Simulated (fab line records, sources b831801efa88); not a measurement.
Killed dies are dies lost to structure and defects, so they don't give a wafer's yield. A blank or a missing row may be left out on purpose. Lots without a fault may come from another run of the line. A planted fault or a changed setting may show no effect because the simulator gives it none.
Which tool did it? | flow gf180mcu | 14 lots, 42 wafers sampled, at 3 steps of a route of 602

WHAT THE GAUGES READ, wafer by wafer
GF_POLY_GATE_CD_MEAS_10: target cd 280 nm.
lot  | measured     | on        | cd_nm (nm)
L172 | day 9 05:47  | cd_sem-02 | 279.6 278.4 279.5
L173 | day 9 10:16  | cd_sem-01 | 280.7 280.9 280.9
L176 | day 10 18:11 | cd_sem-02 | 276.9 277.2 276.9
L179 | day 11 08:55 | cd_sem-02 | 283.0 281.8 283.5
L180 | day 11 23:23 | cd_sem-01 | 276.4 276.3 277.2
L181 | day 12 04:32 | cd_sem-02 | 277.7 277.8 278.6
L182 | day 12 06:39 | cd_sem-01 | 279.8 278.2 278.1
L183 | day 12 14:32 | cd_sem-02 | 281.6 281.1 281.9
L184 | day 12 20:20 | cd_sem-01 | 280.1 281.5 279.3
L185 | day 13 07:25 | cd_sem-01 | 279.6 280.2 280.3
L190 | day 14 15:29 | cd_sem-02 | 279.9 279.6 279.1
L191 | day 14 23:17 | cd_sem-02 | 280.9 281.7 281.8
L192 | day 15 05:41 | cd_sem-01 | 279.6 280.3 279.8
L194 | day 15 19:41 | cd_sem-02 | 277.4 278.8 277.4

GF_HV_LDD_OVL_MEAS_32.
lot  | measured     | on         | HV_LDD_02_OVL (nm)
L172 | day 11 14:43 | overlay-01 | -1.9 -2.5 0.8
L173 | day 11 17:39 | overlay-01 | -1.7 1.2 0.3
L176 | day 13 06:47 | overlay-02 | 0.9 -0.8 -0.8
L179 | day 14 00:10 | overlay-02 | -0.2 -1.2 -0.5
L180 | day 14 14:52 | overlay-01 | 0.0 1.5 0.4
L181 | day 14 19:21 | overlay-02 | 1.0 0.0 -0.5
L182 | day 14 22:25 | overlay-02 | 0.9 0.6 0.1
L183 | day 15 06:02 | overlay-02 | 0.8 1.8 -0.1
L184 | day 15 12:44 | overlay-02 | -0.7 -2.2 -0.8
L185 | day 16 01:13 | overlay-01 | 1.7 -0.1 -0.3
L190 | day 17 10:58 | overlay-01 | 0.0 1.0 -2.5
L191 | day 17 20:09 | overlay-01 | -1.1 -1.7 0.4
L192 | day 18 04:16 | overlay-02 | 0.0 0.9 1.8
L194 | day 18 17:51 | overlay-02 | -1.1 0.9 -1.4

WHICH TOOL RAN EACH LOT (tool, then ch and the chambers of the sampled wafers, then the start)
lot  | GF_POLY_GATE_ETCH_12
L172 | rie_diel-04 ch 1,3, day 9 05:56
L173 | rie_diel-01 ch 1,3, day 9 10:23
L176 | rie_diel-04 ch 0,1, day 10 18:20
L179 | rie_diel-03 ch 1,2, day 11 09:02
L180 | rie_diel-01 ch 0,1,2, day 11 23:29
L181 | rie_diel-01 ch 0,2, day 12 04:38
L182 | rie_diel-04 ch 0,3, day 12 06:47
L183 | rie_diel-01 ch 2,3, day 12 14:41
L184 | rie_diel-01 ch 2,3, day 12 20:29
L185 | rie_diel-04 ch 0,2, day 13 07:32
L190 | rie_diel-04 ch 1,2,3, day 14 15:35
L191 | rie_diel-01 ch 0,1, day 14 23:26
L192 | rie_diel-04 ch 0,1,3, day 15 05:50
L194 | rie_diel-01 ch 0,2,3, day 15 19:50
- GF_POLY_GATE_ETCH_12: etches BARC in N2/H2.

WHAT THE TOOLS THEMSELVES READ (means of the sampled wafers that have a number; where no wafer has one, the mark that the record gives instead)
GF_POLY_GATE_ETCH_12.
lot  | tool        | chamber_pressure_mTorr (mTorr) | drypump_motor_current_A (A) | oes_product_au (a.u.) | throttle_valve_pct (%)
L172 | rie_diel-04 | 30.001                         | 5.3                         | 0.740                 | 13.210
L173 | rie_diel-01 | 30.011                         | 6.0                         | 0.735                 | 13.218
L176 | rie_diel-04 | 30.018                         | 6.0                         | 0.735                 | 13.218
L179 | rie_diel-03 | 30.010                         | 5.6                         | 0.740                 | 13.219
L180 | rie_diel-01 | 29.985                         | 5.6                         | 0.739                 | 13.211
L181 | rie_diel-01 | 30.021                         | 5.6                         | 0.736                 | 13.215
L182 | rie_diel-04 | 29.981                         | 5.3                         | 0.736                 | 13.212
L183 | rie_diel-01 | 29.997                         | 5.9                         | 0.735                 | 13.212
L184 | rie_diel-01 | 29.991                         | 5.9                         | 0.735                 | 13.218
L185 | rie_diel-04 | 30.013                         | 5.8                         | 0.741                 | 13.210
L190 | rie_diel-04 | 29.991                         | 5.1                         | 0.734                 | 13.212
L191 | rie_diel-01 | 30.018                         | 5.4                         | 0.733                 | 13.211
L192 | rie_diel-04 | 30.009                         | 5.5                         | 0.741                 | 13.218
L194 | rie_diel-01 | 30.004                         | 5.6                         | 0.734                 | 13.213

THE ANSWER, worked out from the rows above alone
Rule: what is usual is taken from the lots themselves. Put in order of their means at a reading, lots are off if they are a third of the lots or fewer, leave a main group of 4 or more, and stand apart from it by a gap of 3 or more times the standard deviation of the main group's means; of several such gaps the widest counts. A main group whose means are all the same, to the digits that the tables above print for the reading, isn't used. A lot without any number at a reading at which 4 lots or more have one is off too. The other lots that the step has rows for count as sound. The gauges are gone through in route order, then the tools' own readings, and for those a lot's mean is taken as printed above. The first step at which some lot is off is used, and at that step the reading that is off furthest; a lot without a number counts as furthest.
No lot is off at any reading shown: from this, nothing can be told.

WHAT THE SIMULATOR HAD PUT IN
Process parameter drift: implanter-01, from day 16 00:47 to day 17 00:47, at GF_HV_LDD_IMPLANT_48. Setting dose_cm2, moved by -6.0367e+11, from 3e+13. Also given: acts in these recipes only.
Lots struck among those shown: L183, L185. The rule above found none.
